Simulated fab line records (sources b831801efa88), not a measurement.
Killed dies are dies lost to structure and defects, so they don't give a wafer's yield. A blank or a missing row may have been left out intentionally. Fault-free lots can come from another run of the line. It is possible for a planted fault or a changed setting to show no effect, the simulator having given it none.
Check for tools in common -- flow sky130 -- 12 lots and 36 wafers in the sample

## REASON FOR OPENING
4 of 12 lots carry a flag on the reading NWELL_01_OVL at SKY_NWELL_OVL_MEAS_23. No-fault wafers: 0.7 nm, standard deviation 1.3.
Rule: flag the lot when none of its wafers has a number, or when each of its wafers that has one lies beyond 4 standard deviations from that mean. The other lots count as sound.

lot,measured,on,"NWELL_01_OVL (nm), wafer by wafer",flag
L384,day 5 00:25,overlay-02,1.0 -0.5 2.4,
L385,day 5 10:53,overlay-01,-1.0 0.5 0.8,
L386,day 5 17:44,overlay-02,2.8 1.4 2.9,
L387,day 6 01:19,overlay-01,-1.1 0.2 1.4,
L388,day 6 08:59,overlay-01,-1.4 -1.2 -0.7,
L389,day 6 11:07,overlay-02,1.3 1.8 0.9,
L390,day 6 17:07,overlay-02,186.1 186.5 188.5,FLAGGED
L393,day 7 13:55,overlay-02,187.8 187.9 186.5,FLAGGED
L394,day 7 19:34,overlay-02,187.9 186.3 186.9,FLAGGED
L396,day 8 09:34,overlay-01,187.1 189.3 188.9,FLAGGED
L402,day 9 18:43,overlay-01,1.3 1.8 1.5,
L403,day 10 05:16,overlay-01,0.7 -1.0 0.7,
Averaged over the flagged lots the numbers come to 187.5 nm, +186.8 nm from the usual (+99 or more standard deviations).

## LOT BY LOT: THE TOOL USED
The record keeps 1 process step preceding the reading, out of 708 steps on the route. Each cell gives the tool, then ch followed by the chambers the sampled wafers passed through, then the start.
lot,flag,SKY_NWELL_EXPOSE_20
L384,,"ilineStepper-02 ch 0, day 4 16:14"
L385,,"ilineStepper-02 ch 0, day 5 02:29"
L386,,"ilineStepper-01 ch 0, day 5 09:05"
L387,,"ilineStepper-02 ch 0, day 5 16:35"
L388,,"ilineStepper-02 ch 0, day 6 00:05"
L389,,"ilineStepper-01 ch 0, day 6 02:06"
L390,FLAGGED,"ilineStepper-01 ch 0, day 6 07:52"
L393,FLAGGED,"ilineStepper-01 ch 0, day 7 04:08"
L394,FLAGGED,"ilineStepper-01 ch 0, day 7 10:05"
L396,FLAGGED,"ilineStepper-01 ch 0, day 7 23:48"
L402,,"ilineStepper-02 ch 0, day 9 09:00"
L403,,"ilineStepper-02 ch 0, day 9 18:11"
What these steps do:
- SKY_NWELL_EXPOSE_20: exposes mask NWM COMPLEMENT, target cd 840 nm.
- SKY_NWELL_OVL_MEAS_23

## FLAGGED AGAINST TOTAL, ONE TOOL AT A TIME (gauges that did the reading follow at the end)
step,tool,lots run,flagged,share of the flagged lots,sound lots run after its first flagged lot
SKY_NWELL_EXPOSE_20,ilineStepper-01,6,4,all,0
SKY_NWELL_EXPOSE_20,ilineStepper-02,6,0,none,-
SKY_NWELL_OVL_MEAS_23,overlay-01,6,1,some,"2 (L402,L403)"
SKY_NWELL_OVL_MEAS_23,overlay-02,6,3,some,0

## THE TABLE: WHAT IT ALLOWS
All flagged lots share 1 row of the table, namely ilineStepper-01 at SKY_NWELL_EXPOSE_20.
- ilineStepper-01 at SKY_NWELL_EXPOSE_20 ran 6 lots, 4 of them flagged. A fault beginning between L389 (day 6 02:06), its last sound lot, and L390 (day 6 07:52), its first flagged one, fits the data.
What remains is a single tool, ilineStepper-01 at SKY_NWELL_EXPOSE_20.

## WHAT THE SIMULATOR HAD PUT IN
Scanner matching overlay: ilineStepper-01, from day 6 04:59 on, at SKY_NWELL_EXPOSE_20. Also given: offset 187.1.
Struck lots among those shown: L390, L393, L394, L396. The rule above reached the same finding.
